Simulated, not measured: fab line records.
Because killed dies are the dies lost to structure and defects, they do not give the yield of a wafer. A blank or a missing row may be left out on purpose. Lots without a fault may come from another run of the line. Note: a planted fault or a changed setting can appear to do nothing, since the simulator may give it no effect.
A struck lot beside a sound one + flow gf180mcu + 17 out of 602 route steps
Sound: these wafers, L624.2, L624.4, L624.5. The struck wafers were L630.2, L630.4, L630.5. At the end, the cause is stated.
Per side, at each step with rows, come the tool, then ch with its chambers, and then its first start. Under that, the readings that differ: sound wafers + struck wafers + difference of the means + sigmas: that difference in standard deviations of wafers without a fault.
alike: words and numbers the same on both sides, and readings whose means are apart by under 2 such deviations; not compared: readings that were withheld, readings missing a value for some wafer, numbers with overlapping values and no deviation given by the record, and bounds like >300 which may hide the same value.
The two part at a step that has a row with sigmas, a row that says differs or no value, or rows on one side only. Non-overlapping numbers with no deviation appear without sigmas and do not part them. A reading that every wafer of one side lacks parts them only if that side has two wafers or more.

first, 3 steps without rows for these wafers: GF_V2_EXPOSE_11 (exposes mask Via2, target cd 260 nm); GF_V2_PEB_12 (peb time 90 s); GF_V2_DEVELOP_13 (develop time 60 s).
GF_V2_CD_MEAS_14 targets a cd of 260 nm.
  sound: cd_sem-02 at day 24 02:42; struck: cd_sem-01 at day 26 00:33
  alike: cd_nm
GF_V2_OVL_MEAS_15:
  sound: overlay-01 at day 24 02:48; struck: overlay-02 at day 26 00:40
  alike: V2_OVL
GF_V2_ETCH_16: etches BARC in N2/H2.
  sound on rie_diel-02 ch 1,3, day 24 02:50; struck on rie_diel-01 ch 0,3, day 26 00:41
  alike: drypump_motor_current_A, n2_flow_sccm, oes_product_au, throttle_valve_pct
then, 1 step without rows for these wafers: GF_V2_ETCH_17 (etches SiO2 in C4F8/O2/Ar, stops on TiN, target depth 630 nm).
GF_V2_STRIP_18: strips in O2/N2.
  sound on plasma_asher-01 ch 0,1, day 24 02:58; struck on plasma_asher-04 ch 0,1, day 26 00:49
  alike: drypump_motor_current_A, heater_power_w, n2_flow_sccm, oes_product_au
  not compared: rf_hours_counter_h
then, 2 steps without rows for these wafers: GF_V2_STRIP_19 (strips in post etch residue remover, time 1200 s); GF_V2_CLEAN_20 (cleans in DIW).
GF_V2_SPUTTER_21: material Ti, target thk 15 nm, time 80.02 s.
  sound: pvd_sputter-04 at day 24 03:29; struck: pvd_sputter-01 at day 26 01:21
  alike: throttle_valve_pct
GF_V2_SPUTTER_22: material TiN, target thk 10 nm, time 40 s.
  sound: pvd_sputter-04 at day 24 03:34; struck: pvd_sputter-01 at day 26 01:25
  alike: throttle_valve_pct
GF_V2_CVD_23: deposits W, target thk 350 nm, time 104.94 s.
  sound on cvd_w-01 ch 0, day 24 03:35; struck on cvd_w-02 ch 0, day 26 01:27
| reading                          | sound                | struck               | difference | sigmas |
|----------------------------------|----------------------|----------------------|------------|--------|
| heater_power_w (W)               | 877 884 895          | 803 803 797          | -84        | -3     |
| susceptor_temp_C (C)             | 399.88 399.76 399.55 | 396.03 396.10 396.30 | -3.59      | -17    |
| model.W_of_V2_CVD_23.thk_nm (nm) | 350.5 349.9 351.4    | 322.5 318.5 322.2    | -29.5      |        |
GF_V2_RS_MEAS_24: measures by four-point-probe.
  sound: film_metro-04 at day 24 03:44; struck: film_metro-04 at day 26 01:35
| reading          | sound             | struck            | difference | sigmas |
|------------------|-------------------|-------------------|------------|--------|
| V2_W_RS (ohm/sq) | 0.327 0.328 0.326 | 0.356 0.361 0.357 | +0.031     | +8     |
GF_V2_THK_MEAS_25: measures by xrf.
  sound: film_metro-04 at day 24 03:50; struck: film_metro-04 at day 26 01:42
| reading       | sound       | struck      | difference | sigmas |
|---------------|-------------|-------------|------------|--------|
| V2_W_THK (nm) | 344 345 345 | 319 316 321 | -26        | -6     |
GF_V2_CMP_26: polishes, stops on SiO2, t overpolish 15 s, target thk 0 nm.
  sound on cmp-02 ch 1,2,3, day 24 03:53; struck on cmp-01 ch 1,2,3, day 26 01:45
  alike: head_pressure_psi, motor_current_A
next, for these wafers, 1 step has no rows: GF_PASSIVATION_PROBE_99.

WHERE THEY PART
Earliest at GF_V2_CVD_23; latest, in this record, at GF_V2_THK_MEAS_25. Later steps at which nothing parts them and some readings are alike: GF_V2_CMP_26.

WHY: the cause the simulator had injected
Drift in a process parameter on cvd_w-02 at GF_V2_CVD_23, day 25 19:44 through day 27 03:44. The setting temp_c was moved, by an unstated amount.
